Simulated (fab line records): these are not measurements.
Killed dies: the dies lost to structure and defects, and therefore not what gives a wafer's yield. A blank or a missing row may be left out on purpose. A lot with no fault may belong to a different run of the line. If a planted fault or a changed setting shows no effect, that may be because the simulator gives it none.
One fault through the eyes of 2 desks -- flow sky130 -- each desk holds nothing but its own numbers, with what lay behind them at the end

== AT THE TOOL OWNER'S DESK: hdpcvd-01 ==
The tool's own readings at SKY_CONTACT_HDPCVD_02 (deposits SiO2, target thk 565 nm, time 94.2 s): means of the sampled wafers that have a number, for each lot that ran on this tool. If a lot's mean is further than 4 standard deviations from the usual mean, the lot is out of limits and carries the mark OUT (the distance appears in the brackets).
Columns: A = runLengthS at SKY_CONTACT_HDPCVD_02, usual 122.4 s; B = sih4FlowSccm at SKY_CONTACT_HDPCVD_02, usual 60.02 sccm
lot,first seen here,A,B
L984,day 32 10:08,122.4,60.16
L986,day 33 01:36,122.6,60.15
L987,day 33 12:01,122.6,59.78
L989,day 33 20:29,122.8,60.06
L994,day 35 03:58,110.5 (-27) OUT,60.09
L995,day 35 16:31,97.7 (-55) OUT,60.09
L996,day 35 23:43,110.1 (-27) OUT,59.80
This desk finds L994, L995, L996 out of limits, L994 being first, at day 35 03:58 (runLengthS at SKY_CONTACT_HDPCVD_02). Within limits: L984, L986, L987, L989.

== AT THE METROLOGY DESK ==
What the gauges read for every lot (on any tool): the sampled wafers with a number, averaged. If a lot's mean is further than 4 standard deviations from the usual mean, the lot is out of limits and carries the mark OUT (the distance appears in the brackets).
Columns: A = LI_CONTACT_W_RS at SKY_LI_CONTACT_RS_MEAS_22, usual 0.286 ohm/sq; B = LOCAL_INTERCONNECT_TIN_RS at SKY_LOCAL_INTERCONNECT_RS_MEAS_01, usual 14.07 ohm/sq; C = CONTACT_HDPCVD_THK at SKY_CONTACT_THK_MEAS_03, usual 563 nm
lot,first seen here,A,B,C
L980,day 29 12:53,0.287,13.97,565
L982,day 29 22:42,0.290,14.25,572
L983,day 30 22:43,0.291,13.90,569
L984,day 31 05:05,0.283,14.15,561
L986,day 31 20:43,0.283,14.29,559
L987,day 32 07:29,0.289,13.94,560
L988,day 32 09:29,0.281,14.07,571
L989,day 32 16:07,0.286,14.21,562
L994,day 33 23:59,0.289,13.90,485 (-8.7) OUT
L995,day 34 13:41,0.282,14.20,414 (-17) OUT
L996,day 34 20:16,0.287,14.05,486 (-8.6) OUT
L101,day 36 03:07,0.285,14.18,566
This desk reports L994, L995, L996 out of limits; the earliest was L994 at day 35 04:02 (CONTACT_HDPCVD_THK at SKY_CONTACT_THK_MEAS_03). Within limits: L980, L982, L983, L984, L986, L987, L988, L989, L101.

== PUT TOGETHER ==
On L994, L995, L996, at day 35 03:58, an alarm was possible from the tool owner's desk.
On L994, L995, L996, the metrology desk was in a position to raise an alarm at day 35 04:02.
Of the lots named, all ran SKY_CONTACT_HDPCVD_02 on hdpcvd-01.

== WHAT THE SIMULATOR PUT IN ==
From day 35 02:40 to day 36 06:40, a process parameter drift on hdpcvd-01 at SKY_CONTACT_HDPCVD_02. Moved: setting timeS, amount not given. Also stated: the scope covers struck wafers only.
Shown lots that were struck: L994, L995, L996.
Time in hours from fault onset to the first out-of-limits reading at each desk: tool owner's desk 1, metrology desk 1.
